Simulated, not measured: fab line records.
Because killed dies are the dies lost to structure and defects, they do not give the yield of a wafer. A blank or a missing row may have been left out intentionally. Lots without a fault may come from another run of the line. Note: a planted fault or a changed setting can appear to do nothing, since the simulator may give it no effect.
fab line records	flow sky130
record: lots: 6	wafers: 18	last-day: 50
route steps=708 shown VT_ADJUST_LVTN@98
lots untouched by any fault: they come from a run of this same line in which no faults occurred
start-h: hours from the record's first day to the start of the lot's first wafer shown	wait-h: hours elapsed since this lot's preceding step	" repeats the value in the row above	L1.1+2: several wafers, shown together as one row	- no value present, or no start provided	* or withheld: withheld	< > ~ a bound
route shown NAME@n: names a module that has steps shown in the file, with the first one's number in the route	usual: mean/standard deviation of fault-free wafers	same: alike in all rows	chamber/n: place in a boat	sites: readings site by site	_std_site: standard deviation across them	_edge_site: the outer-site mean with the inner-site mean subtracted	radius-mm: for every site, how far away it sits from the centre of the wafer	mask NAME#n: copy n	behind: tool/chamber where the wafer was last shaped	hold: why the lot was held/for how many hours/how that ended	device: names the non-switching transistor (n, p or np)	end of line: the same wafers' tests at the end of the route	for a step that has no rows: nothing shown but its recipe	killed: the dies lost at the first sort to structure and to defects; this is not the yield of the wafer	map: shows each die of a wafer: x if killed, . if not, _ if none is there
set.NAME: the setting that was run; set.NAME@STEP: the one run at that earlier step	model.NAME: the simulator's own value behind a step, which no gauge read
lots at some steps of the route; a table a step, a row a wafer
services: the hour from which a tool's chamber was out of use, counted from the record's first day as start-h (under 0 if before that day), plus the number of hours and why
== steps ==
step: SKY_VT_ADJUST_LVTN_HMDS_01
recipe: prime-time-s: 60	prime-temp-c: 120
step: SKY_VT_ADJUST_LVTN_COAT_02
recipe: spin-rpm: 2000	resist-thk-nm: 3000
step: SKY_VT_ADJUST_LVTN_SOFTBAKE_03
recipe: temp-c: 110	time-s: withheld
step: SKY_VT_ADJUST_LVTN_EXPOSE_04
recipe: mask-id: NWM_COMPLEMENT_LESS_NATIVE	na: 0.6	source-shape: conventional	sigma-outer: 0.6	polarization: unpolarized	target-cd-nm: 840	dose-mj: 194
step: SKY_VT_ADJUST_LVTN_PEB_05
recipe: temp-c: 115	time-s: withheld
step: SKY_VT_ADJUST_LVTN_DEVELOP_06
recipe: wall-angle-deg: 90	developer: TMAH	develop-time-s: 60	dev-temp-c: 23
step: SKY_VT_ADJUST_LVTN_OVL_MEAS_07
usual: VT_ADJUST_LVTN_OVL: -1.0/1.7
lot.wafer	tool	chamber	start-h	wait-h	VT_ADJUST_LVTN_OVL[nm]
L782.2	overlay-02	-	202.64	-	-1.6
L782.4	"	-	"	"	-1.2
L782.6	"	-	"	"	-0.1
L783.2	overlay-01	-	208.65	-	-2.8
L783.3	"	-	"	"	-1.6
L783.6	"	-	"	"	-1.0
L789.1	overlay-01	-	240.69	-	-2.3
L789.3	"	-	"	"	-2.0
L789.4	"	-	"	"	-3.7
L790.4	overlay-01	-	243.76	-	-2.3
L790.5	"	-	"	"	-1.0
L790.6	"	-	"	"	-1.1
L794.1	overlay-02	-	267.74	-	0.4
L794.3	"	-	"	"	-1.2
L794.4	"	-	"	"	0.3
L797.1	overlay-02	-	287.64	-	0.0
L797.2	"	-	"	"	-0.3
L797.6	"	-	"	"	0.9
step: SKY_VT_ADJUST_LVTN_IMPLANT_08
recipe: species: B	energy-kev: 30	dose-cm2: 1.57e+12	tilt-deg: withheld
step: SKY_VT_ADJUST_LVTN_STRIP_09
recipe: chemistry: O2/N2	power-w: 1400	pressure-mtorr: 1500	platen-temp-c: withheld	o2-flow-sccm: 3000	n2-flow-sccm: 300	overash-fraction: 0.5
usual: drypump-motor-current-A: 5.41/0.27	oes-product-au: 0.722/0.0047	strip-time-to-endpoint-s: 36.90/0.13
lot.wafer	tool	chamber	start-h	wait-h	drypump-motor-current-A	oes-product-au	rf-hours-counter-h	strip-time-to-endpoint-s
L782.2	plasma-asher-02	0	202.82	0.1	5.68	0.722	51	36.77
L782.4	"	0	"	"	5.70	0.725	-	36.81
L782.6	"	1	"	"	5.92	0.723	-	36.84
L783.2	plasma-asher-02	0	208.83	0.1	5.67	0.718	51	36.78
L783.3	"	1	"	"	5.92	0.726	-	36.76
L783.6	"	1	"	"	5.92	0.729	-	36.85
L789.1	plasma-asher-01	0	240.87	0.1	5.13	0.724	12	36.97
L789.3	"	0	"	"	5.06	0.724	-	36.84
L789.4	"	1	"	"	5.27	0.732	-	37.03
L790.4	plasma-asher-03	0	243.96	0.1	5.32	0.723	-	36.86
L790.5	"	1	"	"	5.29	0.728	-	37.00
L790.6	"	0	"	"	5.34	0.724	-	36.92
L794.1	plasma-asher-03	1	267.93	0.1	5.25	0.730	47	37.14
L794.3	"	0	"	"	5.32	0.727	-	37.11
L794.4	"	1	"	"	5.25	0.715	-	37.24
L797.1	plasma-asher-03	1	287.83	0.1	5.25	0.722	49	36.88
L797.2	"	0	"	"	5.30	0.724	49	36.82
L797.6	"	1	"	"	5.28	0.725	-	36.92
step: SKY_VT_ADJUST_LVTN_TW_MEAS_10
usual: VT_ADJUST_LVTN_TW: 239.4/1.9
lot.wafer	tool	chamber	start-h	wait-h	VT_ADJUST_LVTN_TW
L782.2	film-metro-01	-	202.93	0.1	240.4
L782.4	"	-	"	"	240.2
L782.6	"	-	"	"	239.8
L783.2	film-metro-01	-	208.94	0.1	238.7
L783.3	"	-	"	"	240.2
L783.6	"	-	"	"	239.5
L789.1	film-metro-04	-	240.97	0.1	241.4
L789.3	"	-	"	"	241.3
L789.4	"	-	"	"	240.4
L790.4	film-metro-01	-	244.05	0.1	239.5
L790.5	"	-	"	"	240.2
L790.6	"	-	"	"	239.5
L794.1	film-metro-02	-	268.03	0.1	239.0
L794.3	"	-	"	"	238.1
L794.4	"	-	"	"	238.5
L797.1	film-metro-02	-	287.93	0.1	238.0
L797.2	"	-	"	"	237.7
L797.6	"	-	"	"	237.3
step: SKY_VT_ADJUST_LVTN_DEHYDRATE_11
recipe: temp-c: 200	time-s: 60
step: SKY_VT_ADJUST_LVTN_HMDS_12
recipe: prime-time-s: 60	prime-temp-c: 120
step: SKY_VT_ADJUST_LVTN_COAT_13
recipe: resist: NOVOLAK	spin-rpm: 3000	resist-thk-nm: 1140
usual: resist-line-temp-C: 23.02/0.11	spin-speed-rpm: 2999.6/2.2
lot.wafer	tool	chamber	start-h	wait-h	resist-line-temp-C	spin-speed-rpm	model.NOVOLAK_of_VT_ADJUST_LVTN_COAT_13.thk-nm
L782.2	litho-track-03	0	214.47	0.1	23.10	2999.9	1145
L782.4	"	0	"	"	23.13	2998.9	1142
L782.6	"	0	"	"	23.11	2999.7	1141
L783.2	litho-track-02	0	219.89	0.1	22.92	3000.9	1145
L783.3	"	0	"	"	23.09	3001.5	1141
L783.6	"	0	"	"	22.83	2998.4	1143
L789.1	litho-track-03	0	252.04	0.1	23.03	3000.7	1076
L789.3	"	0	"	"	23.09	2997.7	1077
L789.4	"	0	"	"	22.90	2998.8	1077
L790.4	litho-track-03	0	255.46	0.1	22.85	3001.2	1075
L790.5	"	0	"	"	22.95	2999.1	1076
L790.6	"	0	"	"	22.97	2999.8	1078
L794.1	litho-track-02	0	279.57	0.1	22.98	2996.0	1139
L794.3	"	0	"	"	22.82	2999.1	1145
L794.4	"	0	"	"	22.99	2997.4	1144
L797.1	litho-track-01	0	299.64	0.1	22.86	2995.8	1142
L797.2	"	0	"	"	23.01	3003.5	1140
L797.6	"	0	"	"	22.84	3001.1	1143
step: SKY_VT_ADJUST_LVTN_SOFTBAKE_14
recipe: temp-c: 90	time-s: 60	resist: NOVOLAK
step: SKY_VT_ADJUST_LVTN_EXPOSE_15
recipe: mask-id: HVN_STD_DERIVED	na: 0.6	source-shape: conventional	sigma-outer: 0.6	polarization: unpolarized	target-cd-nm: 600	dose-mj: 163
step: SKY_VT_ADJUST_LVTN_PEB_16
recipe: temp-c: withheld	time-s: *	resist: NOVOLAK
step: SKY_VT_ADJUST_LVTN_DEVELOP_17
recipe: resist: NOVOLAK	developer: TMAH	develop-time-s: 60	dev-temp-c: 23
usual: resist-line-temp-C: 22.99/0.093
same: develop-time-s: 60
lot.wafer	tool	chamber	start-h	wait-h	resist-line-temp-C	model.NOVOLAK_of_VT_ADJUST_LVTN_COAT_13.thk-nm
L782.2	litho-track-02	0	225.54	0.1	23.05	1144
L782.4	"	0	"	"	23.14	1142
L782.6	"	0	"	"	23.15	1141
L783.2	litho-track-03	0	231.62	0.1	23.16	1145
L783.3	"	0	"	"	22.97	1141
L783.6	"	0	"	"	22.95	1143
L789.1	litho-track-01	0	263.44	0.1	23.04	1075
L789.3	"	0	"	"	23.19	1076
L789.4	"	0	"	"	23.09	1076
L790.4	litho-track-02	0	266.74	0.1	23.06	1074
L790.5	"	0	"	"	23.01	1076
L790.6	"	0	"	"	22.99	1078
L794.1	litho-track-02	0	290.67	0.1	22.89	1139
L794.3	"	0	"	"	22.89	1145
L794.4	"	0	"	"	22.83	1143
L797.1	litho-track-03	0	311.89	0.1	23.10	1141
L797.2	"	0	"	"	22.99	1140
L797.6	"	0	"	"	22.99	1143
step: SKY_VT_ADJUST_LVTN_OVL_MEAS_18
usual: VT_ADJUST_LVTN_01_OVL: 0.8/1.3
lot.wafer	tool	chamber	start-h	wait-h	VT_ADJUST_LVTN_01_OVL[nm]
L782.2	overlay-01	-	225.67	0.1	2.6
L782.4	"	-	"	"	0.5
L782.6	"	-	"	"	0.0
L783.2	overlay-01	-	231.75	0.1	1.1
L783.3	"	-	"	"	1.7
L783.6	"	-	"	"	2.4
L789.1	overlay-02	-	263.59	0.1	-0.2
L789.3	"	-	"	"	0.2
L789.4	"	-	"	"	-0.6
L790.4	overlay-01	-	266.84	0.1	-1.3
L790.5	"	-	"	"	1.4
L790.6	"	-	"	"	0.9
L794.1	overlay-02	-	290.82	0.1	2.2
L794.3	"	-	"	"	0.4
L794.4	"	-	"	"	2.6
L797.1	overlay-01	-	312.04	0.1	0.4
L797.2	"	-	"	"	-0.1
L797.6	"	-	"	"	-1.5
step: SKY_VT_ADJUST_LVTN_IMPLANT_19
recipe: species: B	energy-kev: 30	dose-cm2: 6.5e+11	tilt-deg: withheld
step: SKY_VT_ADJUST_LVTN_STRIP_20
recipe: chemistry: O2/N2	power-w: 1400	pressure-mtorr: 1500	platen-temp-c: withheld	o2-flow-sccm: 3000	n2-flow-sccm: 300	overash-fraction: 0.5
usual: drypump-motor-current-A: 5.32/0.2	oes-product-au: 0.715/0.0047	strip-time-to-endpoint-s: 14.19/0.042
lot.wafer	tool	chamber	start-h	wait-h	drypump-motor-current-A	oes-product-au	rf-hours-counter-h	strip-time-to-endpoint-s
L782.2	plasma-asher-03	0	225.85	0.1	5.29	0.719	43	14.24
L782.4	"	0	"	"	5.31	0.721	-	14.20
L782.6	"	1	"	"	5.27	0.710	-	14.18
L783.2	plasma-asher-01	0	231.93	0.1	5.15	0.714	11	14.24
L783.3	"	0	"	"	5.12	0.712	-	14.17
L783.6	"	1	"	"	5.29	0.708	-	14.22
L789.1	plasma-asher-01	1	263.77	0.1	5.28	0.708	14	13.41
L789.3	"	1	"	"	5.31	0.723	-	13.43
L789.4	"	0	"	"	5.10	0.712	-	13.43
L790.4	plasma-asher-03	0	267.04	0.1	5.32	0.712	-	13.40
L790.5	"	0	"	"	5.32	0.708	-	13.44
L790.6	"	1	"	"	5.30	0.711	-	13.45
L794.1	plasma-asher-01	0	291.00	0.1	5.11	0.714	17	14.16
L794.3	"	1	"	"	5.29	0.711	-	14.22
L794.4	"	0	"	"	5.08	0.710	-	14.22
L797.1	plasma-asher-03	0	312.23	0.1	5.31	0.716	51	14.20
L797.2	"	1	"	"	5.27	0.715	51	14.19
L797.6	"	0	"	"	5.32	0.712	-	14.21
step: SKY_VT_ADJUST_LVTN_TW_MEAS_21
usual: VT_ADJUST_LVTN_2_TW: 186.8/1.6
lot.wafer	tool	chamber	start-h	wait-h	VT_ADJUST_LVTN_2_TW
L782.2	film-metro-04	-	225.96	0.1	187.8
L782.4	"	-	"	"	187.7
L782.6	"	-	"	"	187.8
L783.2	film-metro-04	-	232.04	0.1	189.7
L783.3	"	-	"	"	189.1
L783.6	"	-	"	"	188.8
L789.1	film-metro-04	-	263.87	0.1	188.2
L789.3	"	-	"	"	186.4
L789.4	"	-	"	"	187.4
L790.4	film-metro-04	-	267.13	0.1	187.5
L790.5	"	-	"	"	188.1
L790.6	"	-	"	"	187.1
L794.1	film-metro-04	-	291.10	0.1	189.2
L794.3	"	-	"	"	188.5
L794.4	"	-	"	"	189.2
L797.1	film-metro-01	-	312.33	0.1	186.5
L797.2	"	-	"	"	187.3
L797.6	"	-	"	"	186.0
== services ==
tool	chamber	start-h	hours	kind
plasma-asher-01	-	208.59	2.8	repair
litho-track-02	-	279.56	-	consumable-replace:filter
== key ==
first-sign: step: SKY_VT_ADJUST_LVTN_STRIP_20	reading: strip-time-to-endpoint-s	direction: down	sigmas: 18	usual: *	struck: *
effect none on later readings
model-effect: step: SKY_VT_ADJUST_LVTN_COAT_13	value: NOVOLAK_of_VT_ADJUST_LVTN_COAT_13.thk-nm	without: 1145	struck: 1076
model-effect: step: SKY_VT_ADJUST_LVTN_DEVELOP_17	value: NOVOLAK_of_VT_ADJUST_LVTN_COAT_13.thk-nm	without: 1144	struck: 1076
met-at SKY_VT_ADJUST_LVTN_COAT_13
struck-wafers L789.1,L789.3,L789.4,L790.4,L790.5,L790.6
tester-left-out L789,L790
onset-between 214.47 252.04
fault: kind: process-parameter-drift	tool: litho-track-03	chamber: -	onset-h: 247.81	steps: SKY_VT_ADJUST_LVTN_COAT_13	channel: resist-thk-nm	offset: -68.193	shape: step	end-h: 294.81	acts-in: these-recipes-only	stated: 1140
tester-left-out: of these lots the tester's yield and bins aren't shown, on N5 and GAA mostly nor the transistor test; their killed dies are dies lost to structure and defects alone, not to doping, threshold or leakage, so they don't give the yield
